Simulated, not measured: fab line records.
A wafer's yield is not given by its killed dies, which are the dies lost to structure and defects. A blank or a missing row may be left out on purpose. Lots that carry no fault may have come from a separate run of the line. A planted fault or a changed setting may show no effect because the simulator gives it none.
What tool caused it? + flow sky130 + 39 wafers from 13 lots sampled at 2 of the route's 708 steps

WHAT THE GAUGES SHOWED, per wafer
SKY_VIA1_THK_MEAS_01.
| lot  | measured     | on           | VIA1_HDPCVD_THK (nm) |
|------|--------------|--------------|----------------------|
| L531 | day 33 09:12 | filmMetro-02 | 1009 1039 1035       |
| L532 | day 33 11:31 | filmMetro-04 | 992 1028 1035        |
| L530 | day 33 13:35 | filmMetro-01 | 1040 1048 1027       |
| L535 | day 34 12:32 | filmMetro-04 | 1036 1029 1022       |
| L533 | day 34 13:36 | filmMetro-02 | 1001 1037 1002       |
| L534 | day 34 15:27 | filmMetro-01 | 1027 1036 1027       |
| L537 | day 35 20:45 | filmMetro-01 | 1029 1028 1028       |
| L536 | day 35 21:24 | filmMetro-02 | 1053 1049 1043       |
| L539 | day 36 12:33 | filmMetro-01 | 1014 1015 1057       |
| L538 | day 36 15:34 | filmMetro-02 | 1003 1045 1004       |
| L540 | day 36 23:16 | filmMetro-01 | 1021 1012 1021       |
| L550 | day 39 05:56 | filmMetro-02 | 1282 1030 1048       |
| L553 | day 39 21:08 | filmMetro-04 | 1054 1056 1034       |

WHICH TOOL RAN EACH LOT (tool, then ch and the chambers of the sampled wafers, then the start)
| lot  | SKY_VIA1_HDPCVD_00               |
|------|----------------------------------|
| L531 | hdpcvd-01 ch 0,1,2, day 33 09:05 |
| L532 | hdpcvd-01 ch 0,1,2, day 33 11:23 |
| L530 | hdpcvd-02 ch 0,2, day 33 13:28   |
| L535 | hdpcvd-02 ch 0,1,2, day 34 12:25 |
| L533 | hdpcvd-01 ch 0,2, day 34 13:29   |
| L534 | hdpcvd-02 ch 0,1,2, day 34 15:20 |
| L537 | hdpcvd-02 ch 0,2, day 35 20:38   |
| L536 | hdpcvd-01 ch 0,1, day 35 21:17   |
| L539 | hdpcvd-01 ch 1,2, day 36 12:26   |
| L538 | hdpcvd-01 ch 1,2, day 36 15:26   |
| L540 | hdpcvd-02 ch 1,2, day 36 23:09   |
| L550 | hdpcvd-02 ch 0,1, day 39 05:49   |
| L553 | hdpcvd-01 ch 1,2, day 39 21:01   |
- SKY_VIA1_HDPCVD_00: deposits SiO2, target thk 1030 nm, time 171.7 s.

WHAT THE TOOLS THEMSELVES READ (means of the sampled wafers that have a number; where no wafer has one, the mark that the record gives instead)
SKY_VIA1_HDPCVD_00.
| lot  | tool      | runLengthS (s) | sih4FlowSccm (sccm) | susceptorTempC (C) |
|------|-----------|----------------|---------------------|--------------------|
| L531 | hdpcvd-01 | 199.9          | 59.69               | 400.08             |
| L532 | hdpcvd-01 | 199.8          | 60.01               | 399.98             |
| L530 | hdpcvd-02 | 199.4          | 60.12               | 399.99             |
| L535 | hdpcvd-02 | 199.7          | 60.01               | 399.95             |
| L533 | hdpcvd-01 | 200.6          | 60.27               | 399.97             |
| L534 | hdpcvd-02 | 199.6          | 60.04               | 399.79             |
| L537 | hdpcvd-02 | 198.8          | 60.10               | 400.02             |
| L536 | hdpcvd-01 | 199.7          | 59.88               | 400.03             |
| L539 | hdpcvd-01 | 200.2          | 59.88               | 399.87             |
| L538 | hdpcvd-01 | 200.6          | 60.19               | 400.00             |
| L540 | hdpcvd-02 | 199.7          | 60.00               | 399.93             |
| L550 | hdpcvd-02 | 211.9          | 60.18               | 399.79             |
| L553 | hdpcvd-01 | 199.9          | 59.88               | 399.96             |

THE ANSWER, worked out from the rows above alone
Rule: the usual values come from the lots themselves. The widest of any qualifying gaps counts: lots, ordered by their means at a reading, are off when they make up no more than a third of the lots, leave a main group of 4 or more, and stand apart from it by 3 or more times the standard deviation of that group's means. If all means in a main group match to the digits the tables above print for the reading, that group is not used. Also off: a lot with no number at a reading for which 4 or more lots have one. The other lots that the step has rows for count as sound. The gauges are gone through in route order, then the tools' own readings, and for those a lot's mean is taken as printed above. At the first step where some lot is off, the reading lying furthest off is the one used; lots without a number count as furthest.
Off: L550, seen at SKY_VIA1_THK_MEAS_01 (VIA1_HDPCVD_THK). For the main group the mean is 1029 nm and the standard deviation 11.
If a tool, at a process step before that reading, ran all the lots that are off and no sound lot after the first of them, it fits. The gauges at SKY_VIA1_THK_MEAS_01 aren't tried: what is off there is off at SKY_VIA1_HDPCVD_00 too, on other tools, and a gauge's error can't cause that. One candidate fits, namely hdpcvd-02 at SKY_VIA1_HDPCVD_00. A fault onset in the window from L540 (day 36 23:09, its last sound lot) to L550 (day 39 05:49, its first lot off) fits.
On the lots that are off, the tool's own readings at SKY_VIA1_HDPCVD_00 differ by more than 5 times the standard deviation of the sound lots' means, which bears it out; runLengthS reads 211.9 s there versus 199.8 s on the sound lots.

WHAT HAD BEEN PUT IN BY THE SIMULATOR
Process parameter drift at SKY_VIA1_HDPCVD_00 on hdpcvd-02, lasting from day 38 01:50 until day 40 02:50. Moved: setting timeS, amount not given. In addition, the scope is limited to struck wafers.
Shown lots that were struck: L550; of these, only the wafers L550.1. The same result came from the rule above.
